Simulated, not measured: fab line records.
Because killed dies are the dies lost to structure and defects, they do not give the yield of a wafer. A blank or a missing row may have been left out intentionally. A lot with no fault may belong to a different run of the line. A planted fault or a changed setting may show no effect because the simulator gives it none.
fab line records	flow sfq_line	part 1 of 2: steps 1 to 28 of 37
record lots=5	wafers=15	last_day=89
route steps=325 shown I5@231 C5@240 M6@251 I6@266
lots with no fault: from the same line, run without faults
start_h: hours from the record's first day to the start of the lot's first wafer shown	wait_h: hours since the lot's step before	" as in the row above	L1.1+2: a single row standing in for several wafers	- value missing, or start not given	* or withheld: withheld	< > ~ a bound
route shown NAME@n: a module of which the file shows steps, and the number in the route of the first	usual: average and standard deviation across the fault-free wafers	same: alike in all rows	chamber/n: place in a boat	sites: readings site by site	_std_site: the standard deviation of these	_edge_site: outer sites' mean less inner sites'	radius_mm: how far each site lies from the wafer's centre	mask NAME#n: copy n	behind: the most recent tool/chamber to have shaped the wafer	hold: why the lot was held/for how many hours/how that ended	device: transistor that didn't switch, given as n, p or np	end of line: tests of these same wafers at the route's end	a step without rows: its recipe alone	killed: not the wafer's yield, but the dies lost to structure and defects at the first sort	map: per-die view of a wafer (x killed, . not killed, _ where there is no die)
set.NAME: the setting that was run; set.NAME@STEP: the one run at that earlier step	model.NAME: the simulator's own value behind a step, which no gauge read
lots at some steps of the route; a table a step, a row a wafer
services: the hour from which a tool's chamber was out of use, counted from the record's first day as start_h (under 0 if before that day), plus the number of hours and why
## steps
# step SFQ_TRILAYER_I5_LITHO_SOFTBAKE_148
# recipe temp_c=withheld	time_s=withheld	resist=KrF
lot.wafer	tool	chamber	start_h	wait_h
L074.1+5+6	litho_track-02	0	1446.96	0.2
L081.1+3+5	litho_track-02	0	1601.69	0.2
L085.1+3+5	litho_track-03	0	1733.91	0.2
L089.3+4+5	litho_track-03	0	1748.11	0.2
L090.3+4+5	litho_track-03	0	1750.51	0.2
# step SFQ_TRILAYER_I5_LITHO_EXPOSE_145
# recipe mask_id=I5	na=0.6	source_shape=conventional	sigma_outer=0.65	target_cd_nm=700	dose_mj=21.3
# usual stage_vel_mm_s=499.99/0.24
lot.wafer	tool	chamber	start_h	wait_h	mask	stage_vel_mm_s
L074.1	krf_scanner-02	0	1447.11	-	I5#0	500.19
L074.5	"	0	"	"	I5#0	499.42
L074.6	"	0	"	"	I5#0	499.46
L081.1	krf_scanner-01	0	1718.80	-	I5#0	500.27
L081.3	"	0	"	"	I5#0	499.71
L081.5	"	0	"	"	I5#0	500.23
L085.1	krf_scanner-02	0	1747.54	-	I5#0	499.88
L085.3	"	0	"	"	I5#0	500.57
L085.5	"	0	"	"	I5#0	500.33
L089.3	krf_scanner-02	0	1762.34	-	I5#0	499.98
L089.4	"	0	"	"	I5#0	499.72
L089.5	"	0	"	"	I5#0	499.96
L090.3	krf_scanner-02	0	1767.14	-	I5#0	499.80
L090.4	"	0	"	"	I5#0	500.20
L090.5	"	0	"	"	I5#0	499.65
# step SFQ_TRILAYER_I5_LITHO_PEB_147
# recipe peb_temp_c=115	peb_time_s=60	resist=KrF
# usual plate_temp_C=114.99/0.13
# same peb_time_s=60
lot.wafer	tool	chamber	start_h	wait_h	plate_temp_C
L074.1	litho_track-02	0	1448.31	1.0	115.16
L074.5	"	0	"	"	115.17
L074.6	"	0	"	"	115.31
L081.1	litho_track-01	0	1720.00	1.0	115.03
L081.3	"	0	"	"	115.04
L081.5	"	0	"	"	115.25
L085.1	litho_track-03	0	1748.74	1.0	115.01
L085.3	"	0	"	"	114.88
L085.5	"	0	"	"	114.88
L089.3	litho_track-01	0	1763.19	0.7	114.88
L089.4	"	0	"	"	114.92
L089.5	"	0	"	"	114.80
L090.3	litho_track-03	0	1767.99	0.7	114.68
L090.4	"	0	"	"	114.95
L090.5	"	0	"	"	114.87
# step SFQ_TRILAYER_I5_LITHO_DEVELOP_146
# recipe time_s=60	resist=KrF
lot.wafer	tool	chamber	start_h	wait_h
L074.1+5+6	litho_track-02	0	1448.46	0.1
L081.1+3+5	litho_track-01	0	1720.15	0.1
L085.1+3+5	litho_track-03	0	1748.89	0.1
L089.3+4+5	litho_track-01	0	1763.34	0.1
L090.3+4+5	litho_track-03	0	1768.14	0.1
# step SFQ_I5_OVL_MEAS_936
# usual I5_OVL=-2/5.4
lot.wafer	tool	chamber	start_h	wait_h	I5_OVL[nm]
L074.1	overlay-01	-	1448.61	0.1	-2
L074.5	"	-	"	"	-5
L074.6	"	-	"	"	-3
L081.1	overlay-02	-	1720.30	0.1	-7
L081.3	"	-	"	"	-5
L081.5	"	-	"	"	-10
L085.1	overlay-01	-	1749.04	0.1	8
L085.3	"	-	"	"	2
L085.5	"	-	"	"	-6
L089.3	overlay-02	-	1763.45	0.1	-13
L089.4	"	-	"	"	-5
L089.5	"	-	"	"	-11
L090.3	overlay-02	-	1768.25	0.1	2
L090.4	"	-	"	"	-3
L090.5	"	-	"	"	4
# step SFQ_TRILAYER_I5_BARC_OPEN_VIA_ETCH_200
# recipe mask_material=PR	chemistry=O2	target_depth_nm=125	target=BARC	source_w=500	bias_w=80	pressure_mtorr=30	time_s=41.7
# usual drypump_motor_current_A=5.5/0.51	oes_product_au=0.685/0.0048
lot.wafer	tool	chamber	start_h	wait_h	drypump_motor_current_A	oes_product_au	rf_hours_counter_h
L074.1	rie_diel-03	3	1448.65	0.0	5.9	0.689	4
L074.5	"	1	"	"	5.7	0.688	-
L074.6	"	0	"	"	5.7	0.689	-
L081.1	rie_diel-04	3	1720.34	0.0	4.9	0.678	5
L081.3	"	2	"	"	4.7	0.683	1
L081.5	"	1	"	"	5.6	0.689	-
L085.1	rie_diel-03	1	1749.07	0.0	5.7	0.684	18
L085.3	"	3	"	"	5.9	0.683	8
L085.5	"	3	"	"	5.9	0.686	-
L089.3	rie_diel-01	2	1763.47	0.0	6.0	0.688	13
L089.4	"	0	"	"	5.4	0.690	15
L089.5	"	3	"	"	5.7	0.672	-
L090.3	rie_diel-03	3	1768.27	0.0	5.9	0.679	8
L090.4	"	2	"	"	5.5	0.684	2
L090.5	"	2	"	"	5.5	0.685	-
# step SFQ_TRILAYER_I5_ETCH_VIA_ETCH_147
# recipe stop_on=Nb	mask_material=PR	chemistry=CHF3	target_depth_nm=360	source_w=500	bias_w=80	pressure_mtorr=30	time_s=withheld
# usual drypump_motor_current_A=5.5/0.51	oes_product_au=0.991/0.0053
lot.wafer	tool	chamber	start_h	wait_h	drypump_motor_current_A	oes_product_au
L074.1	rie_diel-03	3	1448.69	0.0	5.9	0.985
L074.5	"	1	"	"	5.8	0.998
L074.6	"	0	"	"	5.7	0.993
L081.1	rie_diel-04	3	1720.38	0.0	4.9	0.981
L081.3	"	2	"	"	4.7	0.994
L081.5	"	1	"	"	5.6	0.994
L085.1	rie_diel-03	1	1749.11	0.0	5.7	0.992
L085.3	"	3	"	"	5.9	0.983
L085.5	"	3	"	"	5.9	0.990
L089.3	rie_diel-01	2	1763.51	0.0	6.0	0.994
L089.4	"	0	"	"	5.4	0.991
L089.5	"	3	"	"	5.7	0.995
L090.3	rie_diel-03	3	1768.31	0.0	5.9	0.995
L090.4	"	2	"	"	5.5	0.981
L090.5	"	2	"	"	5.6	0.989
# step SFQ_TRILAYER_I5_STRIP_STRIP_148
# recipe gas=O2	power_w=200	platen_temp_c=40	overash_fraction=0.65	chemistry=O2	pressure_mtorr=50
# usual drypump_motor_current_A=5.6/0.33	oes_product_au=1.002/0.0083	platen_temp_c=40.01/0.095
lot.wafer	tool	chamber	start_h	wait_h	drypump_motor_current_A	oes_product_au	platen_temp_c	rf_hours_counter_h
L074.1	rie_metal-02	0	1448.84	-	5.4	1.012	40.06	48
L074.5	"	0	"	"	5.4	0.999	40.13	-
L074.6	"	1	"	"	6.2	1.000	40.01	-
L081.1	rie_metal-03	1	1720.53	-	5.3	0.989	40.09	50
L081.3	"	0	"	"	5.3	0.997	39.94	-
L081.5	"	0	"	"	5.4	0.998	40.02	-
L085.1	rie_metal-02	1	1749.26	-	6.3	1.000	39.96	29
L085.3	"	0	"	"	5.4	1.003	40.10	-
L085.5	"	1	"	"	6.2	0.998	39.87	-
L089.3	rie_metal-03	0	1763.86	-	5.4	1.003	39.86	-
L089.4	"	1	"	"	5.3	0.991	39.88	-
L089.5	"	1	"	"	5.3	0.981	39.94	-
L090.3	rie_metal-03	1	1768.66	-	5.3	0.986	40.01	-
L090.4	"	0	"	"	5.3	1.001	39.98	-
L090.5	"	1	"	"	5.3	0.989	39.98	-
# step SFQ_TRILAYER_I5_STRIP_SOLV_CLEAN_149
# recipe chemistry=NMP	temp_c=70	time_s=600
lot.wafer	tool	chamber	start_h	wait_h
L074.1+5+6	wet_bench-03	6,3,4	1449.44	0.4
L081.1+3+5	wet_bench-01	3,7,2	1721.13	0.4
L085.1+3+5	wet_bench-04	5,2,6	1749.86	0.4
L089.3+4+5	wet_bench-01	2,7,1	1764.26	0.2
L090.3+4+5	wet_bench-01	1,2,4	1769.06	0.2
# step SFQ_TRILAYER_C5_LITHO_COAT_156
# recipe resist=BARC	spin_rpm=3000	resist_thk_nm=62
lot.wafer	tool	chamber	start_h	wait_h
L074.1+5+6	litho_track-03	0	1449.75	0.1
L081.1+3+5	litho_track-01	0	1721.32	0.0
L085.1+3+5	litho_track-04	0	1750.10	0.1
L089.3+4+5	litho_track-04	0	1764.64	0.2
L090.3+4+5	litho_track-01	0	1769.34	0.1
# step SFQ_TRILAYER_C5_LITHO_COAT_151
# recipe resist=KrF	spin_rpm=3000	resist_thk_nm=650
lot.wafer	tool	chamber	start_h	wait_h
L074.1+5+6	litho_track-03	0	1450.05	0.2
L081.1+3+5	litho_track-01	0	1721.62	0.2
L085.1+3+5	litho_track-04	0	1750.40	0.2
L089.3+4+5	litho_track-04	0	1764.94	0.2
L090.3+4+5	litho_track-01	0	1769.64	0.2
# step SFQ_TRILAYER_C5_LITHO_SOFTBAKE_155
# recipe temp_c=withheld	time_s=withheld	resist=KrF
lot.wafer	tool	chamber	start_h	wait_h
L074.1+5+6	litho_track-03	0	1450.35	0.2
L081.1+3+5	litho_track-01	0	1721.92	0.2
L085.1+3+5	litho_track-04	0	1750.70	0.2
L089.3+4+5	litho_track-04	0	1765.19	0.2
L090.3+4+5	litho_track-01	0	1769.89	0.2
# step SFQ_TRILAYER_C5_LITHO_EXPOSE_152
# recipe mask_id=C5	na=0.6	source_shape=conventional	sigma_outer=0.65	target_cd_nm=500	dose_mj=21.3
# usual stage_vel_mm_s=500.03/0.24
lot.wafer	tool	chamber	start_h	wait_h	mask	stage_vel_mm_s
L074.1	krf_scanner-02	0	1464.36	-	C5#0	500.22
L074.5	"	0	"	"	C5#0	499.90
L074.6	"	0	"	"	C5#0	500.35
L081.1	krf_scanner-01	0	1810.68	-	C5#0	500.19
L081.3	"	0	"	"	C5#0	499.78
L081.5	"	0	"	"	C5#0	500.24
L085.1	krf_scanner-01	0	1838.28	-	C5#0	500.20
L085.3	"	0	"	"	C5#0	499.69
L085.5	"	0	"	"	C5#0	500.10
L089.3	krf_scanner-01	0	1850.68	-	C5#0	500.05
L089.4	"	0	"	"	C5#0	499.74
L089.5	"	0	"	"	C5#0	499.68
L090.3	krf_scanner-01	0	1855.48	-	C5#0	500.04
L090.4	"	0	"	"	C5#0	499.80
L090.5	"	0	"	"	C5#0	499.88
# step SFQ_TRILAYER_C5_LITHO_PEB_154
# recipe peb_temp_c=115	peb_time_s=60	resist=KrF
# usual plate_temp_C=114.97/0.12
# same peb_time_s=60
lot.wafer	tool	chamber	start_h	wait_h	plate_temp_C
L074.1	litho_track-04	0	1465.56	1.0	115.05
L074.5	"	0	"	"	115.03
L074.6	"	0	"	"	115.02
L081.1	litho_track-01	0	1811.88	1.0	114.96
L081.3	"	0	"	"	115.04
L081.5	"	0	"	"	115.04
L085.1	litho_track-04	0	1839.48	1.0	114.77
L085.3	"	0	"	"	114.77
L085.5	"	0	"	"	114.95
L089.3	litho_track-03	0	1851.53	0.7	114.90
L089.4	"	0	"	"	114.96
L089.5	"	0	"	"	114.98
L090.3	litho_track-03	0	1856.33	0.7	114.67
L090.4	"	0	"	"	114.77
L090.5	"	0	"	"	114.86
# step SFQ_TRILAYER_C5_LITHO_DEVELOP_153
# recipe time_s=60	resist=KrF
lot.wafer	tool	chamber	start_h	wait_h
L074.1+5+6	litho_track-04	0	1465.71	0.1
L081.1+3+5	litho_track-01	0	1812.03	0.1
L085.1+3+5	litho_track-04	0	1839.63	0.1
L089.3+4+5	litho_track-03	0	1851.68	0.1
L090.3+4+5	litho_track-03	0	1856.48	0.1
# step SFQ_C5_OVL_MEAS_937
# usual C5_OVL=-1/5.4
lot.wafer	tool	chamber	start_h	wait_h	C5_OVL[nm]
L074.1	overlay-01	-	1465.86	0.1	-3
L074.5	"	-	"	"	-2
L074.6	"	-	"	"	0
L081.1	overlay-02	-	1812.18	0.1	14
L081.3	"	-	"	"	16
L081.5	"	-	"	"	11
L085.1	overlay-01	-	1839.78	0.1	-1
L085.3	"	-	"	"	-1
L085.5	"	-	"	"	-2
L089.3	overlay-01	-	1851.79	0.1	1
L089.4	"	-	"	"	2
L089.5	"	-	"	"	-4
L090.3	overlay-01	-	1856.59	0.1	-4
L090.4	"	-	"	"	-10
L090.5	"	-	"	"	-10
# step SFQ_TRILAYER_C5_BARC_OPEN_VIA_ETCH_210
# recipe mask_material=PR	chemistry=O2	target_depth_nm=125	target=BARC	source_w=500	bias_w=80	pressure_mtorr=30	time_s=41.7
# usual drypump_motor_current_A=5.6/0.51	oes_product_au=0.685/0.0043
lot.wafer	tool	chamber	start_h	wait_h	drypump_motor_current_A	oes_product_au	rf_hours_counter_h
L074.1	rie_diel-04	2	1465.89	0.0	4.7	0.692	19
L074.5	"	1	"	"	5.6	0.689	-
L074.6	"	0	"	"	6.6	0.688	-
L081.1	rie_diel-02	2	1812.21	0.0	5.1	0.680	18
L081.3	"	0	"	"	5.6	0.686	16
L081.5	"	2	"	"	5.1	0.685	-
L085.1	rie_diel-01	0	1839.81	0.0	5.4	0.684	16
L085.3	"	1	"	"	5.3	0.686	16
L085.5	"	0	"	"	5.4	0.687	-
L089.3	rie_diel-02	3	1851.81	0.0	6.0	0.683	8
L089.4	"	0	"	"	5.6	0.690	16
L089.5	"	0	"	"	5.6	0.681	-
L090.3	rie_diel-01	2	1856.61	0.0	6.0	0.689	15
L090.4	"	1	"	"	5.3	0.690	16
L090.5	"	0	"	"	5.4	0.685	-
# step SFQ_TRILAYER_C5_ETCH_VIA_ETCH_154
# recipe target=SiO2	mask_material=PR	chemistry=CHF3	target_depth_nm=84	source_w=500	bias_w=80	pressure_mtorr=30	time_s=withheld	stop_on=Nb
# usual drypump_motor_current_A=5.6/0.51	oes_product_au=0.891/0.0092
lot.wafer	tool	chamber	start_h	wait_h	drypump_motor_current_A	oes_product_au
L074.1	rie_diel-04	2	1465.93	0.0	4.7	0.897
L074.5	"	1	"	"	5.6	0.888
L074.6	"	0	"	"	6.5	0.898
L081.1	rie_diel-02	2	1812.25	0.0	5.1	0.889
L081.3	"	0	"	"	5.7	0.882
L081.5	"	2	"	"	5.1	0.897
L085.1	rie_diel-01	0	1839.85	0.0	5.4	0.881
L085.3	"	1	"	"	5.3	0.885
L085.5	"	0	"	"	5.4	0.891
L089.3	rie_diel-02	3	1851.85	0.0	6.0	0.896
L089.4	"	0	"	"	5.7	0.904
L089.5	"	0	"	"	5.6	0.912
L090.3	rie_diel-01	2	1856.65	0.0	6.0	0.883
L090.4	"	1	"	"	5.3	0.892
L090.5	"	0	"	"	5.4	0.890
# step SFQ_TRILAYER_C5_STRIP_STRIP_155
# recipe gas=O2	power_w=200	platen_temp_c=40	overash_fraction=0.65	chemistry=O2	pressure_mtorr=50
# usual drypump_motor_current_A=5.7/0.37	oes_product_au=1.004/0.007	platen_temp_c=40.01/0.12
lot.wafer	tool	chamber	start_h	wait_h	drypump_motor_current_A	oes_product_au	platen_temp_c	rf_hours_counter_h
L074.1	rie_metal-04	1	1465.98	-	6.1	1.008	40.26	94
L074.5	"	0	"	"	6.2	1.011	40.17	-
L074.6	"	1	"	"	6.1	1.006	40.06	-
L081.1	rie_metal-01	0	1812.30	-	5.9	1.003	40.07	103
L081.3	"	1	"	"	5.5	1.003	40.06	-
L081.5	"	1	"	"	5.4	1.007	40.03	-
L085.1	rie_metal-04	1	1839.90	-	6.0	1.000	40.17	7
L085.3	"	1	"	"	6.0	1.009	40.10	-
L085.5	"	0	"	"	6.3	0.991	39.91	-
L089.3	rie_metal-04	0	1852.10	-	6.2	1.005	39.95	-
L089.4	"	1	"	"	6.1	0.998	40.04	-
L089.5	"	0	"	"	6.2	1.008	39.97	-
L090.3	rie_metal-04	1	1856.90	-	6.0	0.999	39.91	-
L090.4	"	0	"	"	6.2	1.006	40.06	-
L090.5	"	0	"	"	6.2	1.010	40.30	-
# step SFQ_TRILAYER_C5_STRIP_SOLV_CLEAN_156
# recipe chemistry=NMP	temp_c=70	time_s=600
lot.wafer	tool	chamber	start_h	wait_h
L074.1+5+6	wet_bench-01	1,3,2	1466.58	0.4
L081.1+3+5	wet_bench-04	2,4,0	1812.90	0.4
L085.1+3+5	wet_bench-02	5,3,6	1840.50	0.4
L089.3+4+5	wet_bench-02	2,1,3	1852.50	0.2
L090.3+4+5	wet_bench-02	3,0,2	1857.30	0.2
# step SFQ_TRILAYER_M6_DEP_PRE_CLEAN_158
# recipe gas=Ar	time_s=22.5	bias_v=250
lot.wafer	tool	chamber	start_h	wait_h
L074.1+5+6	pvd_sputter-06	-	1466.76	0.0
L081.1+3+5	pvd_sputter-03	-	1813.08	0.0
L085.1+3+5	pvd_sputter-03	-	1840.68	0.0
L089.3+4+5	pvd_sputter-06	-	1852.68	0.0
L090.3+4+5	pvd_sputter-06	-	1857.48	0.0
# step SFQ_TRILAYER_M6_DEP_SPUTTER_157
# recipe material=Nb	base_pressure_pa=1.33e-06	chamber_pressure_pa=0.1333	substrate_temp_c=20	target_thk_nm=200	power_w=2000	time_s=133.3
# usual throttle_valve_pct=29.5/1.4
lot.wafer	tool	chamber	start_h	wait_h	throttle_valve_pct
L074.1	pvd_sputter-06	-	1466.79	0.0	26.9
L074.5	"	-	"	"	29.4
L074.6	"	-	"	"	27.1
L081.1	pvd_sputter-03	-	1813.11	0.0	30.2
L081.3	"	-	"	"	29.5
L081.5	"	-	"	"	29.6
L085.1	pvd_sputter-03	-	1840.71	0.0	31.1
L085.3	"	-	"	"	30.3
L085.5	"	-	"	"	29.3
L089.3	pvd_sputter-06	-	1852.71	0.0	29.6
L089.4	"	-	"	"	30.1
L089.5	"	-	"	"	31.0
L090.3	pvd_sputter-06	-	1857.51	0.0	29.4
L090.4	"	-	"	"	29.7
L090.5	"	-	"	"	27.0
# step SFQ_M6_RS_MEAS_938
# recipe thk_meas_gauge=four-point-probe	reads=Nb_of_TRILAYER_M6_DEP_SPUTTER_157
# usual M6_NB_RS=0.886/0.0088
lot.wafer	tool	chamber	start_h	wait_h	M6_NB_RS[ohm/sq]
L074.1	film_metro-03	-	1466.89	0.1	0.884
L074.5	"	-	"	"	0.881
L074.6	"	-	"	"	0.895
L081.1	film_metro-01	-	1813.20	0.0	0.902
L081.3	"	-	"	"	0.879
L081.5	"	-	"	"	0.887
L085.1	film_metro-03	-	1840.80	0.0	0.888
L085.3	"	-	"	"	0.896
L085.5	"	-	"	"	0.878
L089.3	film_metro-01	-	1852.84	0.1	0.888
L089.4	"	-	"	"	0.871
L089.5	"	-	"	"	0.881
L090.3	film_metro-01	-	1857.64	0.1	0.879
L090.4	"	-	"	"	0.875
L090.5	"	-	"	"	0.875
# step SFQ_TRILAYER_M6_LITHO_COAT_164
# recipe resist=BARC	spin_rpm=3000	resist_thk_nm=62
lot.wafer	tool	chamber	start_h	wait_h
L074.1+5+6	litho_track-04	0	1467.07	0.1
L081.1+3+5	litho_track-04	0	1813.38	0.1
L085.1+3+5	litho_track-04	0	1840.98	0.1
L089.3+4+5	litho_track-03	0	1853.08	0.1
L090.3+4+5	litho_track-04	0	1857.88	0.1
# step SFQ_TRILAYER_M6_LITHO_COAT_159
# recipe resist=KrF	spin_rpm=3000	resist_thk_nm=600
lot.wafer	tool	chamber	start_h	wait_h
L074.1+5+6	litho_track-04	0	1467.37	0.2
L081.1+3+5	litho_track-04	0	1813.68	0.2
L085.1+3+5	litho_track-04	0	1841.28	0.2
L089.3+4+5	litho_track-03	0	1853.38	0.2
L090.3+4+5	litho_track-04	0	1858.18	0.2
# step SFQ_TRILAYER_M6_LITHO_SOFTBAKE_163
# recipe temp_c=withheld	time_s=withheld	resist=KrF
lot.wafer	tool	chamber	start_h	wait_h
L074.1+5+6	litho_track-04	0	1467.67	0.2
L081.1+3+5	litho_track-04	0	1813.98	0.2
L085.1+3+5	litho_track-04	0	1841.58	0.2
L089.3+4+5	litho_track-03	0	1853.63	0.2
L090.3+4+5	litho_track-04	0	1858.43	0.2
# step SFQ_TRILAYER_M6_LITHO_EXPOSE_160
# recipe mask_id=M6	na=0.6	source_shape=conventional	sigma_outer=0.65	target_cd_nm=500	dose_mj=14.4
# usual stage_vel_mm_s=500.00/0.27
lot.wafer	tool	chamber	start_h	wait_h	mask	stage_vel_mm_s
L074.1	krf_scanner-01	0	1597.44	-	M6#0	500.02
L074.5	"	0	"	"	M6#0	499.91
L074.6	"	0	"	"	M6#0	500.05
L081.1	krf_scanner-02	0	1901.57	-	M6#0	500.14
L081.3	"	0	"	"	M6#0	500.06
L081.5	"	0	"	"	M6#0	500.31
L085.1	krf_scanner-02	0	1929.00	-	M6#0	500.44
L085.3	"	0	"	"	M6#0	500.08
L085.5	"	0	"	"	M6#0	500.47
L089.3	krf_scanner-02	0	1943.80	-	M6#0	499.79
L089.4	"	0	"	"	M6#0	500.09
L089.5	"	0	"	"	M6#0	499.93
L090.3	krf_scanner-02	0	1948.60	-	M6#0	499.86
L090.4	"	0	"	"	M6#0	499.72
L090.5	"	0	"	"	M6#0	499.89
# step SFQ_TRILAYER_M6_LITHO_PEB_162
# recipe peb_temp_c=115	peb_time_s=60	resist=KrF
# usual plate_temp_C=115.00/0.14
# same peb_time_s=60
lot.wafer	tool	chamber	start_h	wait_h	plate_temp_C
L074.1	litho_track-04	0	1598.64	1.0	114.91
L074.5	"	0	"	"	114.92
L074.6	"	0	"	"	114.92
L081.1	litho_track-04	0	1902.77	1.0	115.01
L081.3	"	0	"	"	114.90
L081.5	"	0	"	"	115.00
L085.1	litho_track-04	0	1930.20	1.0	115.28
L085.3	"	0	"	"	114.98
L085.5	"	0	"	"	115.17
L089.3	litho_track-03	0	1944.91	0.9	114.87
L089.4	"	0	"	"	114.99
L089.5	"	0	"	"	114.88
L090.3	litho_track-03	0	1949.45	0.7	114.86
L090.4	"	0	"	"	114.88
L090.5	"	0	"	"	114.87
